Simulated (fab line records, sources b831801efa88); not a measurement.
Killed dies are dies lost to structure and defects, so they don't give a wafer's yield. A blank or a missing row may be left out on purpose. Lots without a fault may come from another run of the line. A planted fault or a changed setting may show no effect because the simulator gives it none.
fab line records | flow sky130
record lots=13 wafers=39 last_day=51
route steps=708 shown DNWELL@44 PWDE@84 VT_ADJUST_HVTP@92 PAD_OPEN@708
lots that met no fault: from a run of the same line without faults
start_h: hours from the record's first day to the start of the lot's first wafer shown | wait_h: hours since the lot's step before | " the same as in the row above | L1.1+2: a row that stands for several wafers | - no value, or no start given | * or withheld: withheld | < > ~ a bound
route shown NAME@n: a module of which the file shows steps, and the number in the route of the first | usual: mean/standard deviation of fault-free wafers | same: alike in all rows | chamber/n: place in a boat | sites: the reading at each site | _std_site: their standard deviation | _edge_site: outer sites' mean less inner sites' | radius_mm: how far each site lies from the wafer's centre | mask NAME#n: copy n | behind: the tool/chamber that last shaped the wafer | hold: why the lot was held/for how many hours/how that ended | device: the transistor (n, p or np) that didn't switch | end of line: the same wafers' tests at the end of the route | a step without rows: its recipe alone | killed: dies lost to structure and defects at the first sort, not the wafer's yield | map: a wafer's dies, x killed, . not, _ none there
set.NAME: the setting as run; set.NAME@STEP: as run at that earlier step | model.NAME: the simulator's own value behind a step, which no gauge read
steps of the route over a sample of lots; a table a step, a row a wafer
services: from which hour (start_h, from the record's first day; less than 0 if before it) a tool's chamber was out of use, for how many hours, and why
## steps
# step SKY_DNWELL_TW_MEAS_09
# usual DNWELL_TW=1121/5.7
# columns lot.wafer tool chamber start_h wait_h DNWELL_TW
L230.1 film_metro-04 - 55.25 0.1 1115
L230.2 " - " " 1114
L230.3 " - " " 1112
L231.1 film_metro-04 - 59.70 0.1 1125
L231.3 " - " " 1121
L231.4 " - " " 1119
L235.2 film_metro-04 - 84.26 0.1 1127
L235.3 " - " " 1126
L235.6 " - " " 1119
L237.2 film_metro-04 - 97.22 0.1 1120
L237.3 " - " " 1119
L237.5 " - " " 1121
L238.1 film_metro-03 - 100.81 0.1 1113
L238.3 " - " " 1119
L238.6 " - " " 1116
L241.2 film_metro-02 - 121.07 0.1 1123
L241.4 " - " " 1124
L241.5 " - " " 1130
L242.2 film_metro-03 - 124.02 0.1 1115
L242.3 " - " " 1121
L242.6 " - " " 1114
L245.1 film_metro-03 - 138.51 0.1 1117
L245.5 " - " " 1123
L245.6 " - " " 1118
L246.1 film_metro-03 - 141.35 0.1 1118
L246.4 " - " " 1121
L246.5 " - " " 1119
L247.2 film_metro-03 - 145.47 0.1 1125
L247.3 " - " " 1129
L247.6 " - " " 1125
L248.1 film_metro-04 - 157.26 0.1 1132
L248.3 " - " " 1127
L248.4 " - " " 1130
L252.2 film_metro-02 - 176.26 0.1 1123
L252.3 " - " " 1127
L252.6 " - " " 1123
L253.1 film_metro-02 - 180.75 0.1 1110
L253.2 " - " " 1115
L253.3 " - " " 1115
# step SKY_NWELL_RS_MEAS_31
# recipe thk_meas_gauge=four-point-probe
# usual PWDE_RS=5230/16
# columns lot.wafer tool chamber start_h wait_h PWDE_RS[ohm/sq]
L230.1 film_metro-02 - 109.14 0.1 5225
L230.2 " - " " 5237
L230.3 " - " " 5237
L231.1 film_metro-03 - 112.29 0.1 5221
L231.3 " - " " 5226
L231.4 " - " " 5234
L235.2 film_metro-04 - 143.37 0.1 5208
L235.3 " - " " 5214
L235.6 " - " " 5237
L237.2 film_metro-04 - 158.10 0.1 5203
L237.3 " - " " 5219
L237.5 " - " " 5220
L238.1 film_metro-04 - 161.54 0.1 5254
L238.3 " - " " 5218
L238.6 " - " " 5228
L241.2 film_metro-02 - 184.21 0.1 5193
L241.4 " - " " 5214
L241.5 " - " " 5192
L242.2 film_metro-03 - 189.01 0.1 5220
L242.3 " - " " 5216
L242.6 " - " " 5215
L245.1 film_metro-04 - 204.34 0.1 5246
L245.5 " - " " 5247
L245.6 " - " " 5269
L246.1 film_metro-03 - 208.34 0.1 5248
L246.4 " - " " 5237
L246.5 " - " " 5226
L247.2 film_metro-04 - 211.81 0.1 5219
L247.3 " - " " 5233
L247.6 " - " " 5233
L248.1 film_metro-04 - 224.49 0.1 5258
L248.3 " - " " 5265
L248.4 " - " " 5265
L252.2 film_metro-04 - 246.99 0.1 5231
L252.3 " - " " 5230
L252.6 " - " " 5199
L253.1 film_metro-02 - 250.61 0.1 5225
L253.2 " - " " 5234
L253.3 " - " " 5236
# step SKY_VT_ADJUST_HVTP_CD_MEAS_07
# recipe target_cd_nm=380
# usual cd_nm=379.2/2.7
# columns lot.wafer tool chamber start_h wait_h cd_nm
L230.1 cd_sem-02 - 128.15 0.1 378.1
L230.2 " - " " 377.6
L230.3 " - " " 376.4
L231.1 cd_sem-02 - 131.90 0.1 386.2
L231.3 " - " " 386.6
L231.4 " - " " 381.7
L235.2 cd_sem-02 - 165.02 0.1 377.3
L235.3 " - " " 379.2
L235.6 " - " " 379.0
L237.2 cd_sem-01 - 179.57 0.1 380.2
L237.3 " - " " 381.7
L237.5 " - " " 383.2
L238.1 cd_sem-02 - 183.09 0.1 378.2
L238.3 " - " " 378.1
L238.6 " - " " 381.3
L241.2 cd_sem-01 - 205.67 0.1 381.1
L241.4 " - " " 381.3
L241.5 " - " " 380.8
L242.2 cd_sem-02 - 210.72 0.1 372.3
L242.3 " - " " 373.6
L242.6 " - " " 374.4
L245.1 cd_sem-02 - 226.30 0.1 378.8
L245.5 " - " " 377.0
L245.6 " - " " 376.2
L246.1 cd_sem-02 - 230.53 0.2 381.0
L246.4 " - " " 378.9
L246.5 " - " " 382.7
L247.2 cd_sem-01 - 235.12 0.1 378.3
L247.3 " - " " 382.2
L247.6 " - " " 381.4
L248.1 cd_sem-01 - 248.73 0.1 378.2
L248.3 " - " " 379.4
L248.4 " - " " 379.0
L252.2 cd_sem-02 - 271.42 0.1 380.7
L252.3 " - " " 379.1
L252.6 " - " " 377.9
L253.1 cd_sem-02 - 275.45 0.1 378.1
L253.2 " - " " 377.9
L253.3 " - " " 377.4
# step SKY_VT_ADJUST_HVTP_IMPLANT_09
# recipe species=As energy_kev=150 dose_cm2=4.3e+12 tilt_deg=withheld
# usual beam_energy_keV=150.00/0.049
# columns lot.wafer tool chamber start_h wait_h beam_energy_keV
L230.1 implanter-03 0 128.31 0.0 149.96
L230.2 " 0 " " 150.00
L230.3 " 0 " " 150.01
L231.1 implanter-03 0 132.06 0.0 150.04
L231.3 " 0 " " 150.03
L231.4 " 0 " " 150.05
L235.2 implanter-01 0 165.18 0.0 150.03
L235.3 " 0 " " 150.01
L235.6 " 0 " " 149.99
L237.2 implanter-03 0 179.73 0.0 150.00
L237.3 " 0 " " 150.09
L237.5 " 0 " " 150.02
L238.1 implanter-04 0 183.24 0.0 149.96
L238.3 " 0 " " 149.92
L238.6 " 0 " " 149.95
L241.2 implanter-04 0 205.83 0.0 150.01
L241.4 " 0 " " 149.90
L241.5 " 0 " " 149.87
L242.2 implanter-03 0 210.88 0.0 150.04
L242.3 " 0 " " 150.05
L242.6 " 0 " " 150.03
L245.1 implanter-01 0 226.46 0.0 149.98
L245.5 " 0 " " 149.99
L245.6 " 0 " " 150.03
L246.1 implanter-03 0 230.68 0.0 168.38
L246.4 " 0 " " 168.45
L246.5 " 0 " " 168.38
L247.2 implanter-01 0 235.28 0.0 149.94
L247.3 " 0 " " 149.89
L247.6 " 0 " " 149.94
L248.1 implanter-03 0 248.89 0.0 168.34
L248.3 " 0 " " 168.31
L248.4 " 0 " " 168.30
L252.2 implanter-04 0 271.58 0.0 150.08
L252.3 " 0 " " 149.99
L252.6 " 0 " " 150.01
L253.1 implanter-01 0 275.61 0.0 149.98
L253.2 " 0 " " 150.02
L253.3 " 0 " " 149.99
# step SKY_VT_ADJUST_HVTP_TW_MEAS_11
# usual VT_ADJUST_HVTP_TW=1354/12
# columns lot.wafer tool chamber start_h wait_h hold VT_ADJUST_HVTP_TW
L230.1 film_metro-04 - 128.56 0.1 - 1353
L230.2 " - " " - 1356
L230.3 " - " " - 1355
L231.1 film_metro-03 - 132.31 0.1 - 1365
L231.3 " - " " - 1367
L231.4 " - " " - 1363
L235.2 film_metro-03 - 165.42 0.1 - 1361
L235.3 " - " " - 1366
L235.6 " - " " - 1368
L237.2 film_metro-03 - 179.97 0.1 - 1363
L237.3 " - " " - 1365
L237.5 " - " " - 1364
L238.1 film_metro-01 - 183.49 0.1 - 1353
L238.3 " - " " - 1357
L238.6 " - " " - 1352
L241.2 film_metro-04 - 206.07 0.1 - 1363
L241.4 " - " " - 1369
L241.5 " - " " - 1372
L242.2 film_metro-01 - 211.12 0.1 - 1333
L242.3 " - " " - 1330
L242.6 " - " " - 1338
L245.1 film_metro-04 - 226.71 0.1 - 1361
L245.5 " - " " - 1354
L245.6 " - " " - 1361
L246.1 film_metro-04 - 230.93 0.1 await_dispo/0.2h/release 1402
L246.4 " - " " await_dispo/0.2h/release 1403
L246.5 " - " " await_dispo/0.2h/release 1399
L246.1 film_metro-04 - 231.16 0.2 - 1401
L246.4 " - " " - 1403
L246.5 " - " " - 1398
L247.2 film_metro-01 - 235.52 0.1 - 1343
L247.3 " - " " - 1336
L247.6 " - " " - 1335
L248.1 film_metro-04 - 249.14 0.1 await_dispo/0.2h/release 1405
L248.3 " - " " await_dispo/0.2h/release 1396
L248.4 " - " " await_dispo/0.2h/release 1407
L248.1 film_metro-04 - 249.37 0.2 - 1404
L248.3 " - " " - 1405
L248.4 " - " " - 1398
L252.2 film_metro-03 - 271.82 0.1 - 1368
L252.3 " - " " - 1373
L252.6 " - " " - 1375
L253.1 film_metro-04 - 275.86 0.1 - 1367
L253.2 " - " " - 1368
L253.3 " - " " - 1359
# step SKY_PAD_OPEN_PROBE_99
# usual killed_at_M0_to_M3=43/6.4 killed_at_M4_up=3.3/1.9 killed_at_contacts=24/5.7 killed_at_front_end=15/4.7 killed_at_other=0.3/0.48 killed_dies=86/9.2 killed_open=47/7 killed_short=39/6.5
# same gross_dies=492 killed_at_back_side=0
# columns lot.wafer tool chamber start_h wait_h hold killed_at_M0_to_M3 killed_at_M4_up killed_at_contacts killed_at_front_end killed_at_other killed_dies killed_open killed_short
L230.1 prober-02 - 1115.37 0.1 - 42 2 21 20 0 85 46 38
L230.2 prober-02 - 1115.42 0.1 - 34 2 28 21 1 86 52 33
L230.3 prober-02 - 1115.47 0.2 - 51 4 27 23 0 105 62 39
L231.1 prober-01 - 1122.92 0.1 - 49 5 32 14 0 100 62 38
L231.3 prober-01 - 1123.02 0.2 - 43 0 22 20 1 86 50 35
L231.4 prober-01 - 1123.07 0.2 - 44 2 38 18 0 102 53 49
L235.2 prober-01 - 1151.88 0.1 - 46 3 17 14 1 81 35 46
L235.3 prober-01 - 1151.93 0.2 - 41 5 21 18 0 85 35 50
L235.6 prober-01 - 1152.08 0.2 - 40 4 20 20 0 84 47 37
L237.2 prober-01 - 1163.85 0.1 - 35 2 22 20 1 80 41 38
L237.3 prober-01 - 1163.90 0.2 - 48 1 31 16 0 96 59 37
L237.5 prober-01 - 1164.00 0.2 - 42 3 22 11 1 79 52 27
L238.1 prober-02 - 1169.49 0.1 - 58 1 19 11 0 89 51 38
L238.3 prober-02 - 1169.59 0.2 - 46 2 15 10 0 73 41 32
L238.6 prober-02 - 1169.74 0.2 - 46 5 25 15 0 91 44 47
L241.2 prober-01 - 1185.98 0.1 - 34 8 23 11 0 76 47 29
L241.4 prober-01 - 1186.08 0.2 - 35 1 16 15 0 67 34 31
L241.5 prober-01 - 1186.13 0.2 - 44 7 16 12 0 79 39 37
L242.2 prober-02 - 1193.13 0.1 - 38 2 23 9 1 73 38 35
L242.3 prober-02 - 1193.18 0.2 - 35 2 34 16 0 87 50 37
L242.6 prober-02 - 1193.33 0.2 - 56 4 36 11 0 107 52 55
L245.1 prober-01 - 1197.95 0.1 - 35 5 23 11 0 74 48 25
L245.5 prober-01 - 1198.15 0.2 - 40 6 15 12 0 73 43 30
L245.6 prober-01 - 1198.20 0.2 - 42 4 18 16 0 80 32 48
L246.1 prober-02 - 1203.81 0.1 await_dispo/1.9h/release 44 2 24 14 0 84 51 33
L246.4 prober-02 - 1203.96 0.2 await_dispo/1.9h/release 40 1 30 18 1 90 52 38
L246.5 prober-02 - 1204.01 0.2 await_dispo/1.9h/release 50 3 27 25 0 105 60 45
L247.2 prober-01 - 1205.11 0.1 - 39 3 24 26 0 92 44 48
L247.3 prober-01 - 1205.16 0.2 - 33 1 26 15 0 75 40 33
L247.6 prober-01 - 1205.31 0.2 - 41 6 24 18 0 89 45 44
L248.1 prober-02 - 1208.66 0.1 await_dispo/3.6h/release 48 5 19 13 0 85 42 43
L248.3 prober-02 - 1208.76 0.2 await_dispo/3.6h/release 55 4 31 11 0 101 63 38
L248.4 prober-02 - 1208.81 0.2 await_dispo/3.6h/release 61 4 26 13 0 104 57 47
L252.2 prober-02 - 1224.88 0.1 - 42 5 19 8 2 76 36 39
L252.3 prober-02 - 1224.93 0.2 - 41 3 25 15 0 84 49 35
L252.6 prober-02 - 1225.08 0.2 - 37 3 30 15 0 85 43 41
L253.1 prober-01 - 1228.77 0.1 - 54 3 21 14 0 92 46 46
L253.2 prober-01 - 1228.82 0.1 - 39 3 27 16 0 85 46 39
L253.3 prober-01 - 1228.87 0.2 - 43 3 23 18 0 87 42 45
# killed by level:class
L230.1 VIA1:geometric_particle:open=8 CONTACT:geometric_particle:open=8 VIA2:geometric_particle:open=8 METAL2:geometric_particle:short=7 POLY_GATE:geometric_particle:short=6 METAL1:geometric_particle:short=6 VIA3:geometric_particle:open=6 LOCAL_INTERCONNECT:geometric_particle:short=5
L230.2 CONTACT:geometric_particle:open=14 VIA2:geometric_particle:open=8 FIELD_ISO:geometric_particle:open=7 VIA1:geometric_particle:open=7 LI_CONTACT:geometric_particle:open=6 CONTACT:geometric_particle:short=6 POLY_GATE:geometric_particle:short=5 VIA2:geometric_particle:short=5
L230.3 LI_CONTACT:geometric_particle:open=14 VIA1:geometric_particle:open=11 METAL1:geometric_particle:short=10 VIA2:geometric_particle:open=8 VIA3:geometric_particle:open=8 FIELD_ISO:geometric_particle:open=7 POLY_GATE:geometric_particle:short=4 POLY_GATE:geometric_particle:open=4
L231.1 LI_CONTACT:geometric_particle:open=13 VIA1:geometric_particle:open=11 CONTACT:geometric_particle:open=10 VIA2:geometric_particle:open=7 POLY_GATE:geometric_particle:open=6 VIA3:geometric_particle:open=6 VIA3:geometric_particle:short=5 METAL2:geometric_particle:short=5
L231.3 VIA1:geometric_particle:open=15 CONTACT:geometric_particle:open=10 LI_CONTACT:geometric_particle:open=7 VIA2:geometric_particle:open=6 METAL1:geometric_particle:short=5 FIELD_ISO:geometric_particle:short=4 VIA3:geometric_particle:open=4 POLY_GATE:geometric_particle:short=4
L231.4 LI_CONTACT:geometric_particle:open=16 VIA1:geometric_particle:open=8 LI_CONTACT:geometric_particle:short=7 FIELD_ISO:geometric_particle:short=6 METAL1:geometric_particle:short=6 FIELD_ISO:geometric_particle:open=5 METAL2:geometric_particle:short=5 LOCAL_INTERCONNECT:geometric_particle:short=5
L235.2 METAL1:geometric_particle:short=10 VIA1:geometric_particle:open=10 CONTACT:geometric_particle:open=6 VIA3:geometric_particle:open=6 METAL2:geometric_particle:short=4 METAL2:geometric_particle:open=4 FIELD_ISO:geometric_particle:short=3 METAL4:geometric_particle:short=3
L235.3 VIA1:geometric_particle:open=9 LI_CONTACT:geometric_particle:open=7 VIA1:geometric_particle:short=7 FIELD_ISO:geometric_particle:short=6 CONTACT:geometric_particle:open=6 FIELD_ISO:geometric_particle:open=5 METAL4:geometric_particle:short=5 METAL2:geometric_particle:short=5
L235.6 FIELD_ISO:geometric_particle:open=7 VIA1:geometric_particle:open=7 VIA2:geometric_particle:open=7 VIA2:geometric_particle:short=6 LOCAL_INTERCONNECT:geometric_particle:short=5 CONTACT:geometric_particle:open=5 VIA1:geometric_particle:short=5 FIELD_ISO:geometric_particle:short=4
L237.2 VIA2:geometric_particle:open=9 FIELD_ISO:geometric_particle:short=8 VIA1:geometric_particle:open=8 CONTACT:geometric_particle:open=7 CONTACT:geometric_particle:short=5 LI_CONTACT:geometric_particle:open=4 LOCAL_INTERCONNECT:geometric_particle:short=4 METAL1:geometric_particle:short=4
L237.3 CONTACT:geometric_particle:open=15 VIA1:geometric_particle:open=14 VIA3:geometric_particle:open=12 VIA1:geometric_particle:short=8 LI_CONTACT:geometric_particle:open=7 FIELD_ISO:geometric_particle:short=6 CONTACT:geometric_particle:short=5 FIELD_ISO:geometric_particle:open=4
L237.5 VIA1:geometric_particle:open=13 CONTACT:geometric_particle:open=12 VIA2:geometric_particle:open=7 VIA3:geometric_particle:open=6 METAL2:geometric_particle:short=4 VIA1:geometric_particle:short=4 FIELD_ISO:geometric_particle:short=3 FIELD_ISO:geometric_particle:open=3
L238.1 CONTACT:geometric_particle:open=13 VIA1:geometric_particle:open=13 VIA2:geometric_particle:open=9 METAL1:geometric_particle:short=8 VIA1:geometric_particle:short=8 METAL2:geometric_particle:short=6 POLY_GATE:geometric_particle:open=4 VIA3:geometric_particle:short=4
L238.3 VIA3:geometric_particle:open=10 METAL1:geometric_particle:short=9 VIA2:geometric_particle:open=9 CONTACT:geometric_particle:short=5 VIA1:geometric_particle:open=5 METAL2:geometric_particle:short=5 CONTACT:geometric_particle:open=4 SPACER:geometric_particle:open=3
L238.6 CONTACT:geometric_particle:open=10 VIA3:geometric_particle:open=7 FIELD_ISO:geometric_particle:open=6 VIA3:geometric_particle:short=6 LOCAL_INTERCONNECT:geometric_particle:short=5 METAL1:geometric_particle:short=5 METAL1:geometric_particle:open=5 VIA2:geometric_particle:short=5
L241.2 VIA1:geometric_particle:open=11 CONTACT:geometric_particle:open=10 VIA3:geometric_particle:open=6 POLY_GATE:geometric_particle:open=5 CONTACT:geometric_particle:short=5 LOCAL_INTERCONNECT:geometric_particle:short=5 METAL2:geometric_particle:short=4 VIA2:geometric_particle:open=4
L241.4 POLY_GATE:geometric_particle:open=5 METAL1:geometric_particle:short=5 VIA1:geometric_particle:open=5 VIA3:geometric_particle:open=5 FIELD_ISO:geometric_particle:short=4 LI_CONTACT:geometric_particle:open=4 LOCAL_INTERCONNECT:geometric_particle:short=4 METAL2:geometric_particle:short=4
L241.5 VIA1:geometric_particle:open=8 METAL2:geometric_particle:short=6 VIA1:geometric_particle:short=5 VIA3:geometric_particle:short=5 VIA3:geometric_particle:open=5 CONTACT:geometric_particle:short=4 LI_CONTACT:geometric_particle:open=4 METAL1:geometric_particle:short=4
L242.2 METAL2:geometric_particle:short=11 CONTACT:geometric_particle:open=11 VIA1:geometric_particle:open=7 VIA3:geometric_particle:open=5 METAL2:geometric_particle:open=5 LI_CONTACT:geometric_particle:open=4 CONTACT:geometric_particle:short=4 POLY_GATE:geometric_particle:short=3
L242.3 VIA1:geometric_particle:open=11 LI_CONTACT:geometric_particle:open=10 LOCAL_INTERCONNECT:geometric_particle:short=7 CONTACT:geometric_particle:open=7 CONTACT:geometric_particle:short=6 VIA3:geometric_particle:open=6 SPACER:geometric_particle:open=5 VIA2:geometric_particle:open=5
L242.6 CONTACT:geometric_particle:open=12 VIA1:geometric_particle:open=10 VIA2:geometric_particle:open=10 CONTACT:geometric_particle:short=8 METAL1:geometric_particle:short=8 METAL2:geometric_particle:short=7 LI_CONTACT:geometric_particle:open=6 LOCAL_INTERCONNECT:geometric_particle:short=6
L245.1 VIA1:geometric_particle:open=14 CONTACT:geometric_particle:open=11 FIELD_ISO:geometric_particle:open=5 LI_CONTACT:geometric_particle:open=5 VIA2:geometric_particle:open=5 LOCAL_INTERCONNECT:geometric_particle:short=4 VIA3:geometric_particle:open=4 METAL4:geometric_particle:short=4
L245.5 VIA1:geometric_particle:open=10 VIA3:geometric_particle:open=8 CONTACT:geometric_particle:open=6 METAL2:geometric_particle:short=5 METAL3:geometric_particle:short=5 METAL4:geometric_particle:short=5 POLY_GATE:geometric_particle:open=4 LI_CONTACT:geometric_particle:open=4
L245.6 VIA1:geometric_particle:open=10 FIELD_ISO:geometric_particle:short=9 VIA2:geometric_particle:open=8 LOCAL_INTERCONNECT:geometric_particle:short=7 METAL1:geometric_particle:short=7 METAL2:geometric_particle:short=6 VIA3:geometric_particle:open=5 POLY_GATE:geometric_particle:short=4
L246.1 CONTACT:geometric_particle:open=14 VIA1:geometric_particle:open=11 VIA2:geometric_particle:open=8 POLY_GATE:geometric_particle:short=7 METAL1:geometric_particle:short=6 VIA1:geometric_particle:short=6 LI_CONTACT:geometric_particle:open=5 LI_CONTACT:geometric_particle:short=3
L246.4 VIA2:geometric_particle:open=10 LI_CONTACT:geometric_particle:open=9 CONTACT:geometric_particle:open=9 VIA3:geometric_particle:open=8 POLY_GATE:geometric_particle:short=6 METAL1:geometric_particle:short=6 CONTACT:geometric_particle:short=6 VIA1:geometric_particle:open=5
L246.5 VIA1:geometric_particle:open=11 FIELD_ISO:geometric_particle:open=9 VIA3:geometric_particle:open=8 LI_CONTACT:geometric_particle:open=7 CONTACT:geometric_particle:open=7 VIA3:geometric_particle:short=7 CONTACT:geometric_particle:short=6 POLY_GATE:geometric_particle:short=5
L247.2 VIA1:geometric_particle:open=8 FIELD_ISO:geometric_particle:short=7 METAL2:geometric_particle:short=7 LI_CONTACT:geometric_particle:open=7 FIELD_ISO:geometric_particle:open=5 CONTACT:geometric_particle:open=5 VIA3:geometric_particle:open=5 POLY_GATE:geometric_particle:short=4
L247.3 CONTACT:geometric_particle:open=8 LI_CONTACT:geometric_particle:open=7 CONTACT:geometric_particle:short=6 VIA3:geometric_particle:open=6 FIELD_ISO:geometric_particle:short=4 VIA2:geometric_particle:open=4 METAL1:geometric_particle:short=4 VIA1:geometric_particle:open=4
L247.6 VIA1:geometric_particle:open=9 FIELD_ISO:geometric_particle:open=7 METAL2:geometric_particle:short=7 LOCAL_INTERCONNECT:geometric_particle:short=6 FIELD_ISO:geometric_particle:short=5 LI_CONTACT:geometric_particle:open=5 VIA1:geometric_particle:short=5 VIA2:geometric_particle:open=5
L248.1 VIA1:geometric_particle:open=12 VIA1:geometric_particle:short=11 LI_CONTACT:geometric_particle:open=8 METAL1:geometric_particle:short=6 VIA3:geometric_particle:open=6 FIELD_ISO:geometric_particle:short=5 CONTACT:geometric_particle:open=4 VIA2:geometric_particle:open=4
L248.3 VIA1:geometric_particle:open=20 CONTACT:geometric_particle:open=13 LI_CONTACT:geometric_particle:open=9 VIA2:geometric_particle:open=6 VIA2:geometric_particle:short=5 LOCAL_INTERCONNECT:geometric_particle:short=5 METAL1:geometric_particle:short=5 VIA3:geometric_particle:open=5
L248.4 VIA1:geometric_particle:open=15 CONTACT:geometric_particle:open=12 VIA2:geometric_particle:open=11 VIA1:geometric_particle:short=10 LI_CONTACT:geometric_particle:short=6 METAL1:geometric_particle:short=6 VIA3:geometric_particle:open=6 FIELD_ISO:geometric_particle:short=4
L252.2 VIA1:geometric_particle:open=9 LI_CONTACT:geometric_particle:open=7 LOCAL_INTERCONNECT:geometric_particle:short=7 VIA1:geometric_particle:short=7 METAL2:geometric_particle:short=5 VIA3:geometric_particle:short=5 VIA3:geometric_particle:open=5 METAL1:geometric_particle:short=4
L252.3 VIA1:geometric_particle:open=12 CONTACT:geometric_particle:open=9 LI_CONTACT:geometric_particle:open=7 VIA3:geometric_particle:open=6 VIA2:geometric_particle:open=5 FIELD_ISO:geometric_particle:short=4 POLY_GATE:geometric_particle:open=4 VIA1:geometric_particle:short=4
L252.6 CONTACT:geometric_particle:open=14 VIA1:geometric_particle:open=11 LOCAL_INTERCONNECT:geometric_particle:short=7 POLY_GATE:geometric_particle:short=5 METAL2:geometric_particle:short=5 VIA3:geometric_particle:short=5 VIA3:geometric_particle:open=4 METAL2:geometric_particle:open=4
L253.1 VIA1:geometric_particle:open=13 LI_CONTACT:geometric_particle:open=9 METAL2:geometric_particle:short=9 CONTACT:geometric_particle:open=7 VIA2:geometric_particle:short=6 VIA2:geometric_particle:open=6 VIA1:geometric_particle:short=5 POLY_GATE:geometric_particle:open=4
L253.2 LI_CONTACT:geometric_particle:open=11 VIA1:geometric_particle:open=9 CONTACT:geometric_particle:open=8 METAL2:geometric_particle:short=7 VIA1:geometric_particle:short=6 FIELD_ISO:geometric_particle:short=5 POLY_GATE:geometric_particle:short=4 LOCAL_INTERCONNECT:geometric_particle:short=4
L253.3 VIA1:geometric_particle:open=14 VIA1:geometric_particle:short=9 FIELD_ISO:geometric_particle:short=7 CONTACT:geometric_particle:open=7 CONTACT:geometric_particle:short=6 METAL2:geometric_particle:short=6 FIELD_ISO:geometric_particle:open=5 VIA2:geometric_particle:open=4
## services
# columns tool chamber start_h hours kind
implanter-03 - 136.17 1.0 repair
implanter-03 - 148.95 1.7 repair
implanter-01 - 168.49 0.8 repair
implanter-03 - 182.40 2.3 repair
implanter-03 - 218.28 3.3 pm
## key
first_sign step=SKY_VT_ADJUST_HVTP_IMPLANT_09 reading=beam_energy_keV direction=up sigmas=99+ usual=* struck=*
effect step=SKY_VT_ADJUST_HVTP_TW_MEAS_11 reading=visit direction=added
effect step=SKY_PAD_OPEN_PROBE_99 reading=hold direction=added
met_at SKY_VT_ADJUST_HVTP_IMPLANT_09
struck_lots L246,L248
tester_left_out L246,L248
not_acting_at SKY_DNWELL_TW_MEAS_09,SKY_NWELL_RS_MEAS_31,SKY_VT_ADJUST_HVTP_CD_MEAS_07
onset_between 210.88 230.68
fault kind=process_parameter_drift tool=implanter-03 chamber=- onset_h=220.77 steps=SKY_VT_ADJUST_HVTP_IMPLANT_09 channel=energy_kev offset=* shape=step end_h=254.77 acts_in=* stated=*
# tester_left_out: of these lots the tester's yield and bins aren't shown, on N5 and GAA mostly nor the transistor test; their killed dies are dies lost to structure and defects alone, not to doping, threshold or leakage, so they don't give the yield
